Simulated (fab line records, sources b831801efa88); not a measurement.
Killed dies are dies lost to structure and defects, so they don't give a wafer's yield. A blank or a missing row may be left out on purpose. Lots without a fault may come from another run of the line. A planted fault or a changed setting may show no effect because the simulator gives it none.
One fault seen from 2 desks | flow sky130 | each desk has only its own numbers; what lay behind them comes last

THE TOOL OWNER'S DESK: implanter-02
The tool's own readings at SKY_LDD_LDN_IMPLANT_10: means of the sampled wafers that have a number, for each lot that ran on this tool. A lot is out of limits, marked OUT, if its mean lies more than 4 standard deviations from the usual mean; the brackets give that distance.
Columns: A = dose_ions_cm2 at SKY_LDD_LDN_IMPLANT_10, usual 1.2498e+13; B = faraday_current_uA at SKY_LDD_LDN_IMPLANT_10, usual 70.6
lot  | first seen here | A                            | B
L213 | day 22 21:55    | 1.2510e+13                   | 70.2
L215 | day 23 20:33    | 1.2496e+13                   | 69.2
L217 | day 24 18:08    | 1.2507e+13                   | 70.6
L219 | day 25 07:18    | 1.2518e+13                   | 68.7
L227 | day 28 08:27    | 1.2520e+13                   | 71.6
L228 | day 28 18:17    | 1.3037e+12 (-99 or more) OUT | 7.5 (-45) OUT
L230 | day 29 00:09    | 1.3010e+12 (-99 or more) OUT | 7.4 (-45) OUT
L232 | day 29 16:26    | 1.3117e+12 (-99 or more) OUT | 7.4 (-45) OUT
This desk's finding: out of limits on L228, L230, L232; first on L228, day 28 18:17 (dose_ions_cm2 at SKY_LDD_LDN_IMPLANT_10). In limits: L213, L215, L217, L219, L227.

THE METROLOGY DESK
What the gauges read, lot by lot, whatever tool the lot ran on: means of the sampled wafers that have a number. A lot is out of limits, marked OUT, if its mean lies more than 4 standard deviations from the usual mean; the brackets give that distance.
Columns: A = GATE_OXIDE_TW at SKY_GATE_OXIDE_TW_MEAS_14, usual 224.1; B = cd_nm at SKY_POLY_GATE_CD_MEAS_13, usual 150.4 nm; C = LDD_LDN_TW at SKY_LDD_LDN_TW_MEAS_13, usual 1487
lot  | first seen here | A     | B     | C
L213 | day 13 21:34    | 223.9 | 149.5 | 1498
L214 | day 14 06:16    | 225.4 | 152.0 | 1470
L215 | day 14 16:37    | 224.7 | 149.4 | 1473
L216 | day 15 00:19    | 221.5 | 149.2 | 1484
L217 | day 15 13:20    | 226.2 | 151.5 | 1475
L219 | day 16 04:50    | 223.3 | 149.9 | 1477
L227 | day 19 06:17    | 222.1 | 150.4 | 1483
L228 | day 19 19:22    | 222.4 | 150.0 | 1371 (-9.6) OUT
L230 | day 20 00:51    | 222.1 | 150.2 | 1388 (-8.2) OUT
L231 | day 20 10:00    | 221.7 | 151.6 | 1488
L232 | day 20 19:47    | 227.5 | 151.8 | 1388 (-8.3) OUT
L236 | day 21 22:16    | 221.8 | 151.6 | 1481
This desk's finding: out of limits on L228, L230, L232; first on L228, day 28 18:40 (LDD_LDN_TW at SKY_LDD_LDN_TW_MEAS_13). In limits: L213, L214, L215, L216, L217, L219, L227, L231, L236.

PUT TOGETHER
The tool owner's desk could have raised an alarm at day 28 18:17, on L228, L230, L232.
The metrology desk could have raised an alarm at day 28 18:40, on L228, L230, L232.
Of the lots named, all ran SKY_LDD_LDN_IMPLANT_10 on implanter-02.

WHAT THE SIMULATOR HAD PUT IN
Process parameter drift: implanter-02, from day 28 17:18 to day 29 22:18, at SKY_LDD_LDN_IMPLANT_10. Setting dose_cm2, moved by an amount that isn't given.
Lots struck among those shown: L228, L230, L232.
Hours from the fault's start to each desk's first reading out of limits: the tool owner's desk, 1; the metrology desk, 1.
